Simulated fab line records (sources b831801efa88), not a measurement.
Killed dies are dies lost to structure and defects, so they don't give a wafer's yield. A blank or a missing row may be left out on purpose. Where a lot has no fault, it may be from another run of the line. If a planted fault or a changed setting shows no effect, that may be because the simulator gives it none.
8D (eight disciplines) problem report, filled in by code	flow gf180mcu	the parts of the form that need people (team, actions taken, sign-off) are left out

== 1. WHAT WENT WRONG ==
Mean V2_CVD_00_THK at GF_V2_THK_MEAS_01: 512 nm over 2 wafers in 2 lots; fault-free wafers: 600 nm, standard deviation 7.9. Measured from the usual mean, that is -11 standard deviations.
Earliest sighting: wafer L789.5 on film metro-03 at day 24 22:26. The record holds 42 wafers of 14 lots with a number at this step. Rule for "out" (also "out of limits"): further than 4 standard deviations from the usual mean. Any other wafer with a number is counted as sound.

== 2. WHAT IT IS, AND WHAT IT ISN'T ==
question	is	is not
which readings at this step	V2_CVD_00_THK	-
which lots	L789, L790	L773, L774, L775, L777, L778, L779, L780, L781, L782, L783, L794, L795
which wafers of those lots	L789.5, L790.3	L789.2, L789.6, L790.2, L790.6
read on which gauges	film metro-03, film metro-04	film metro-01
when	from day 24 22:26	up to then (32 sound wafers); but 8 sound wafers of L790, L794, L795 came after

== 3. SUSPECTS, AND WHAT RULES EACH OUT ==
Counting: a tool at a process step up to the reading stays a suspect if it ran every lot that is out. Sound lots after the first of them don't rule it out here, since some wafers of a struck lot are sound.
- ruled out: the gauge at GF_V2_THK_MEAS_01. 2 gauges (film metro-03, film metro-04) read the wafers that are out.
- hdpcvd-01 at GF_V2_CVD_00 (deposits SiO2, target thk 600 nm, time 100 s): kept. It ran every lot that is out, first L789 (day 24 22:21); its last sound lot up to then is L782 (day 22 13:54).
Remaining after the count: hdpcvd-01 at GF_V2_CVD_00.

== 4. THE CAUSE (what the simulator had put in) ==
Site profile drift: hdpcvd-01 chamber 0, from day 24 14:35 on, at GF_V2_CVD_00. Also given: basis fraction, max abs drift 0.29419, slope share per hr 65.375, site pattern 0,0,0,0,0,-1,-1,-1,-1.
This tool alone remained once counting was done.

== 5. THE CHAIN OF EFFECTS, in route order ==
Each row: a reading whose mean over the struck wafers that have a number lies more than 3 standard deviations from the usual. Only readings for which the record gives a usual standard deviation are gone through. hours: the time from each lot's start at the first step in this table that gives one to its start at this step, as a median over the lots. sigmas: the change in usual standard deviations.
hours	step	reading	usual	on struck wafers	change	sigmas
0	GF_V2_THK_MEAS_01	V2_CVD_00_THK	600 nm	512	-88	-11

== 6. HOW IT WOULD HAVE BEEN CAUGHT EARLIER ==
In this record the first reading out of limits at a measuring or inspecting step was taken at day 24 22:26, 8 hours after the fault began at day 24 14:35.
Of the lots that are out (2), L790 began GF_V2_CVD_00 on hdpcvd-01 after day 24 22:26. Had the tool been put on hold then, it would have been spared.
